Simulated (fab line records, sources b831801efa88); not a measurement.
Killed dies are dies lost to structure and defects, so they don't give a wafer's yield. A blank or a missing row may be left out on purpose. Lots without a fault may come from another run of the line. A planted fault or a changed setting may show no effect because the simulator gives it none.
fab line records | flow gf180mcu
record lots=7 wafers=21 last_day=34
route steps=602 shown V5@541
lots that met no fault: from a run of the same line without faults
start_h: hours from the record's first day to the start of the lot's first wafer shown | wait_h: hours since the lot's step before | " the same as in the row above | L1.1+2: a row that stands for several wafers | - no value, or no start given | * or withheld: withheld | < > ~ a bound
route shown NAME@n: a module of which the file shows steps, and the number in the route of the first | usual: mean/standard deviation of fault-free wafers | same: alike in all rows | chamber/n: place in a boat | sites: the reading at each site | _std_site: their standard deviation | _edge_site: outer sites' mean less inner sites' | radius_mm: how far each site lies from the wafer's centre | mask NAME#n: copy n | behind: the tool/chamber that last shaped the wafer | hold: why the lot was held/for how many hours/how that ended | device: the transistor (n, p or np) that didn't switch | end of line: the same wafers' tests at the end of the route | a step without rows: its recipe alone | killed: dies lost to structure and defects at the first sort, not the wafer's yield | map: a wafer's dies, x killed, . not, _ none there
set.NAME: the setting as run; set.NAME@STEP: as run at that earlier step | model.NAME: the simulator's own value behind a step, which no gauge read
lots at some steps of the route; a table a step, a row a wafer
services: from which hour (start_h, from the record's first day; less than 0 if before it) a tool's chamber was out of use, for how many hours, and why
## steps
# step GF_V5_THK_MEAS_01
# recipe reads=SiO2_of_V5_CVD_00
# usual V5_CVD_00_THK=300.5/2.8
# columns lot.wafer tool chamber start_h wait_h V5_CVD_00_THK[nm]
L870.2 film_metro-03 - 636.27 0.0 301.3
L870.4 " - " " 300.1
L870.6 " - " " 300.8
L875.1 film_metro-02 - 678.78 0.0 306.4
L875.5 " - " " 304.8
L875.6 " - " " 303.9
L881.1 film_metro-04 - 714.60 0.0 299.6
L881.2 " - " " 298.6
L881.3 " - " " 299.6
L882.1 film_metro-02 - 725.56 0.0 299.4
L882.3 " - " " 305.2
L882.5 " - " " 302.1
L883.2 film_metro-04 - 732.48 0.0 301.5
L883.3 " - " " 298.0
L883.4 " - " " 298.5
L886.3 film_metro-04 - 749.44 0.1 295.8
L886.4 " - " " 299.4
L886.6 " - " " 298.0
L888.2 film_metro-03 - 760.43 0.0 301.5
L888.3 " - " " 296.7
L888.6 " - " " 302.2
# step GF_V5_CVD_02
# recipe material=SiO2 target_thk_nm=1450 precursor=TEOS temp_c=400 time_s=163.28 rf_w=600
# usual heater_power_w=643/88 susceptor_temp_C=400.03/0.23
# columns lot.wafer tool chamber start_h wait_h heater_power_w susceptor_temp_C
L870.2 pecvd-01 0 636.32 0.0 627 400.00
L870.4 " 2 " " 663 400.01
L870.6 " 0 " " 656 400.41
L875.1 pecvd-04 0 678.84 0.1 798 399.72
L875.5 " 0 " " 625 399.88
L875.6 " 1 " " 467 399.94
L881.1 pecvd-01 1 714.66 0.1 606 400.15
L881.2 " 0 " " 568 400.09
L881.3 " 2 " " 588 400.25
L882.1 pecvd-02 1 725.62 0.1 677 399.87
L882.3 " 2 " " 698 399.89
L882.5 " 0 " " 688 400.06
L883.2 pecvd-01 2 732.53 0.0 662 399.90
L883.3 " 0 " " 600 400.18
L883.4 " 1 " " 653 400.07
L886.3 pecvd-04 1 749.48 0.0 576 400.08
L886.4 " 1 " " 490 399.90
L886.6 " 0 " " 622 400.19
L888.2 pecvd-04 1 760.48 0.0 482 400.27
L888.3 " 2 " " 711 399.94
L888.6 " 1 " " 575 400.68
# step GF_V5_THK_MEAS_03
# recipe reads=SiO2_of_V5_CVD_02
# usual V5_CVD_02_THK=1444/18
# columns lot.wafer tool chamber start_h wait_h V5_CVD_02_THK[nm]
L870.2 film_metro-04 - 636.44 0.1 1420
L870.4 " - " " 1443
L870.6 " - " " 1454
L875.1 film_metro-02 - 678.94 0.1 1450
L875.5 " - " " 1476
L875.6 " - " " 1468
L881.1 film_metro-02 - 714.77 0.1 1415
L881.2 " - " " 1414
L881.3 " - " " 1427
L882.1 film_metro-02 - 725.73 0.1 1433
L882.3 " - " " 1452
L882.5 " - " " 1451
L883.2 film_metro-02 - 732.64 0.1 1428
L883.3 " - " " 1428
L883.4 " - " " 1446
L886.3 film_metro-04 - 749.60 0.1 1451
L886.4 " - " " 1468
L886.6 " - " " 1459
L888.2 film_metro-04 - 760.60 0.1 1450
L888.3 " - " " 1425
L888.6 " - " " 1454
# step GF_V5_CMP_04
# recipe material=SiO2 down_force_psi=4 platen_rpm=60 pad_velocity_m_s=0.94248
# usual edge_zone_pressure_frac=1.000/0.005 motor_current_A=11.8/1.4 slurry_filter_dp_kPa=13.49/0.14
# columns lot.wafer tool chamber start_h wait_h edge_zone_pressure_frac motor_current_A slurry_filter_dp_kPa
L870.4 cmp-02 0 636.49 0.0 1.008 11.6 13.39
L870.2 " 3 " " 0.995 9.8 13.41
L870.6 " 1 " " 1.006 13.2 13.64
L875.1 cmp-01 3 679.00 0.1 1.000 13.9 13.22
L875.6 " 3 " " 1.002 14.2 13.38
L875.5 " 0 " " 0.997 10.3 13.53
L881.3 cmp-02 3 715.01 0.2 1.008 9.7 13.43
L881.2 " 1 " " 1.003 13.1 13.22
L881.1 " 2 " " 1.009 12.5 13.72
L882.3 cmp-02 1 726.10 0.3 1.002 13.5 13.63
L882.1 " 3 " " 0.992 9.7 13.71
L882.5 " 1 " " 1.004 13.5 13.52
L883.4 cmp-02 3 732.72 0.0 0.999 9.7 13.40
L883.2 " 0 " " 0.998 11.5 13.60
L883.3 " 2 " " 1.003 12.5 13.60
L886.3 cmp-02 1 749.72 0.1 1.000 13.0 13.76
L886.4 " 2 " " 1.000 12.7 13.53
L886.6 " 1 " " 0.996 12.7 13.10
L888.2 cmp-01 1 760.65 0.0 0.993 12.2 13.53
L888.3 " 2 " " 1.004 12.5 13.33
L888.6 " 1 " " 1.001 12.3 13.26
# step GF_V5_BOW_MEAS_05
# recipe mode=bow
# usual V5_BOW=133/10
# columns lot.wafer tool chamber start_h wait_h V5_BOW[um]
L870.2 film_metro-04 - 636.81 0.1 117
L870.4 " - " " 132
L870.6 " - " " 121
L875.1 film_metro-04 - 679.30 0.2 130
L875.5 " - " " 132
L875.6 " - " " 138
L881.1 film_metro-04 - 715.35 0.1 124
L881.2 " - " " 145
L881.3 " - " " 141
L882.1 film_metro-02 - 726.35 0.1 147
L882.3 " - " " 136
L882.5 " - " " 142
L883.2 film_metro-02 - 733.04 0.2 148
L883.3 " - " " 140
L883.4 " - " " 164
L886.3 film_metro-04 - 750.01 0.2 132
L886.4 " - " " 133
L886.6 " - " " 125
L888.2 film_metro-03 - 760.97 0.3 136
L888.3 " - " " 127
L888.6 " - " " 123
# step GF_V5_DEHYDRATE_06
# recipe temp_c=200 time_s=60
# step GF_V5_HMDS_07
# recipe prime_time_s=60 prime_temp_c=120
# step GF_V5_COAT_08
# recipe resist=BARC temp_c=withheld time_s=withheld spin_rpm=withheld resist_thk_nm=withheld
# step GF_V5_COAT_09
# recipe resist=KrF spin_rpm=withheld resist_thk_nm=1000
# step GF_V5_SOFTBAKE_10
# recipe temp_c=130 time_s=60 resist=KrF
# step GF_V5_EXPOSE_11
# recipe mask_id=Via5 target_cd_nm=260 na=0.68 source_shape=conventional sigma_outer=0.6 dose_mj=38
# step GF_V5_PEB_12
# recipe peb_temp_c=135 peb_time_s=90 resist=KrF
# step GF_V5_DEVELOP_13
# recipe develop_time_s=60 resist=KrF dev_temp_c=21
# usual chill_plate_temp_C=23.01/0.12 develop_time_s=60/0
# columns lot.wafer tool chamber start_h wait_h chill_plate_temp_C develop_time_s model.KrF_of_V5_COAT_09.thk_nm
L870.2 litho_track-01 0 656.22 0.2 22.94 60 988.6
L870.4 " 0 " " 22.99 60 984.6
L870.6 " 0 " " 22.88 60 986.5
L875.1 litho_track-01 0 698.60 0.2 23.02 60 989.2
L875.5 " 0 " " 22.90 60 989.1
L875.6 " 0 " " 23.10 60 991
L881.1 litho_track-03 - 733.08 0.2 - - 999.8
L881.2 " - " " - - 997.5
L881.3 " - " " - - 998
L882.1 litho_track-01 - 743.85 0.2 - - 997.7
L882.3 " - " " - - 999.3
L882.5 " - " " - - 999.6
L883.2 litho_track-02 - 750.45 0.2 - - 996.8
L883.3 " - " " - - 999.3
L883.4 " - " " - - 997.5
L886.3 litho_track-02 0 766.77 0.1 23.02 60 980.1
L886.4 " 0 " " 22.90 60 984.3
L886.6 " 0 " " 23.03 60 980.1
L888.2 litho_track-03 0 776.91 0.2 23.12 60 984.1
L888.3 " 0 " " 22.96 60 983
L888.6 " 0 " " 22.89 60 984.9
# step GF_V5_CD_MEAS_14
# recipe target_cd_nm=260
# usual cd_nm=259.6/1.1
# columns lot.wafer tool chamber start_h wait_h cd_nm
L870.2 cd_sem-01 - 656.37 0.1 257.2
L870.4 " - " " 258.6
L870.6 " - " " 258.7
L875.1 cd_sem-02 - 698.75 0.1 259.7
L875.5 " - " " 260.0
L875.6 " - " " 258.9
L881.1 cd_sem-01 - 733.23 0.1 -
L881.2 " - " " -
L881.3 " - " " -
L882.1 cd_sem-01 - 744.00 0.1 -
L882.3 " - " " -
L882.5 " - " " -
L883.2 cd_sem-01 - 750.59 0.1 -
L883.3 " - " " -
L883.4 " - " " -
L886.3 cd_sem-01 - 766.91 0.1 260.4
L886.4 " - " " 259.7
L886.6 " - " " 260.3
L888.2 cd_sem-02 - 777.05 0.1 258.6
L888.3 " - " " 259.4
L888.6 " - " " 257.9
## services
# columns tool chamber start_h hours kind
pecvd-04 - 618.89 5.5 pm
cmp-01 - 622.45 6.4 pm
pecvd-02 - 624.24 0.8 repair
cmp-02 - 639.63 5.3 pm
cmp-01 - 657.62 4.3 repair
pecvd-02 - 660.27 5.5 pm
cmp-02 - 665.47 0.9 repair
cmp-01 - 709.52 7.0 pm
pecvd-01 - 717.05 2.8 pm
cmp-02 - 744.17 4.0 pm
cmp-02 - 748.17 - consumable_replace:conditioner
cmp-02 - 748.17 - consumable_replace:pad
pecvd-04 - 764.83 6.0 pm
## key
first_sign step=GF_V5_DEVELOP_13 reading=tool_record direction=missing
effect none on later readings
model_effect step=GF_V5_DEVELOP_13 value=KrF_of_V5_COAT_09.thk_nm without=983.5 struck=998.4
met_at GF_V5_DEVELOP_13
struck_wafers L881.1,L881.2,L881.3,L882.1,L882.3,L882.5,L883.2,L883.3,L883.4
later_rows_left_out L881.1,L881.2,L881.3,L882.1,L882.3,L882.5,L883.2,L883.3,L883.4
sort_left_out L881.1,L881.2,L881.3,L882.1,L882.3,L882.5,L883.2,L883.3,L883.4
onset_between 698.60 733.08
fault kind=skipped_step_whole tool=litho_track-01,litho_track-02,litho_track-03 chamber=- onset_h=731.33 steps=GF_V5_DEVELOP_13 scope=struck_lots_only
# sort_left_out: the simulated sort isn't trusted on such a fault, so these wafers' sort isn't shown, and their yield isn't known
# later_rows_left_out: the simulator's readings of these wafers behind a module that went badly wrong aren't trusted and aren't shown, but for the sort
